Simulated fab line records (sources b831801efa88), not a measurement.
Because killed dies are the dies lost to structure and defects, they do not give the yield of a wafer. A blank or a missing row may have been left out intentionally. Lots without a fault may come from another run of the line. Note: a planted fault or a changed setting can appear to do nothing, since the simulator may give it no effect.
Split-lot experiment | flow sky130 | 23 wafers read from 5 lots, route of 708 steps

== SPLIT DETAILS ==
At SKY_DNWELL_COAT_02 (resist thk 3000 nm), the setting resist-thk-nm was moved away from the recipe's 3000 nm on 8 of the 23 wafers read, by -3.3% to +1.8%. For the rest of the wafers, this setting stayed at what the recipe calls for.

The reading comes from the split's own step.

== THE READING ==
coat_of_DNWELL_COAT_02.thk-nm (the simulator's own value, which no gauge read), in nm, at SKY_DNWELL_COAT_02 (resist thk 3000 nm). There is no usual value for it anywhere in the file. Average 3005 nm, standard deviation 8 nm, over the 15 wafers here run with the recipe.

wafer  | tool, chamber at the split | resist-thk-nm as run, nm | against the recipe | coat_of_DNWELL_COAT_02.thk-nm, nm | against lot-mates on the recipe
L076.1 | litho-track-04, 0          | 3000                     | recipe             | 2999                              | -
L076.2 | litho-track-04, 0          | 3000                     | recipe             | 3005                              | -
L076.3 | litho-track-04, 0          | 2901                     | -3.3%              | 2918                              | -88
L076.5 | litho-track-04, 0          | 2901                     | -3.3%              | 2910                              | -96
L076.6 | litho-track-04, 0          | 3000                     | recipe             | 3015                              | -
L077.2 | litho-track-01, 0          | 3000                     | recipe             | 3007                              | -
L077.3 | litho-track-01, 0          | 3000                     | recipe             | 3010                              | -
L077.4 | litho-track-01, 0          | 3000                     | recipe             | 3009                              | -
L077.5 | litho-track-01, 0          | 3000                     | recipe             | 2994                              | -
L077.6 | litho-track-01, 0          | 3000                     | recipe             | 2999                              | -
L079.2 | litho-track-01, 0          | 3000                     | recipe             | 2998                              | -
L079.3 | litho-track-01, 0          | 3053                     | +1.8%              | 3055                              | +52
L079.4 | litho-track-01, 0          | 3053                     | +1.8%              | 3050                              | +48
L079.5 | litho-track-01, 0          | 3000                     | recipe             | 3007                              | -
L079.6 | litho-track-01, 0          | 3053                     | +1.8%              | 3052                              | +50
L081.2 | litho-track-04, 0          | 3000                     | recipe             | 3016                              | -
L081.4 | litho-track-04, 0          | 3000                     | recipe             | 3011                              | -
L081.6 | litho-track-04, 0          | 3000                     | recipe             | 3019                              | -
L085.1 | litho-track-01, 0          | 3051                     | +1.7%              | 3045                              | +50
L085.2 | litho-track-01, 0          | 3000                     | recipe             | 2997                              | -
L085.4 | litho-track-01, 0          | 3051                     | +1.7%              | 3037                              | +42
L085.5 | litho-track-01, 0          | 3000                     | recipe             | 2993                              | -
L085.6 | litho-track-01, 0          | 3051                     | +1.7%              | 3050                              | +55

THE FIT
A straight line over all 23 wafers: coat_of_DNWELL_COAT_02.thk-nm changes by +26.5 nm for each +1% of resist-thk-nm; r = +0.98; the points scatter about the line by 7.6 nm.
The same after taking each lot's own level away (the mean of its wafers on the recipe; 23 wafers): +28.2 nm for each +1%; r = +0.99; scatter 5.1 nm.
That fit puts the effect of the largest move of resist-thk-nm on the reading at 93 nm.
Measured against the standard deviation above, the lots' own levels, which go from 2995.0 to 3015.3 nm, span 2.6 times it.
Consequently the slope shifts little with the lot-to-lot level, the two slopes agreeing.
Check: with one of the wafers moved furthest among these (-3.3%) left out of the fit, the line predicts -95.3 nm for it against its lot-mates. Against them it came out at -88.3 nm.

== ADDITIONAL SPLITS CARRIED BY THESE WAFERS ==
Note: prior to the reading, these wafers also went through further splits. Each is held against what the fit with the lots' levels taken away leaves over:
other split on the same wafers  | wafers away from the commonest value | r with coat_of_DNWELL_COAT_02.thk-nm (lot level and that fit taken away)
SKY_FIELD_ISO_EXPOSE_10 dose-mj | 7                                    | +0.06

== THE WHOLE CHAIN: every reading that the file lists as answering this split, in the file's order ==
step                | what it does       | reading                                                                        | change (the file's fit)              | r (the file's)
SKY_DNWELL_COAT_02  | resist thk 3000 nm | coat_of_DNWELL_COAT_02.thk-nm (the simulator's own value, which no gauge read) | +28.2 nm for each +1% of the setting | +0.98
SKY_DNWELL_STRIP_08 | strips in O2/N2    | strip-time-to-endpoint-s                                                       | withheld for each +1% of the setting | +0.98

== THE FILE'S OWN FIT ==
coat_of_DNWELL_COAT_02.thk-nm changes by +28.2 nm for each +1% of resist-thk-nm, r = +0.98.
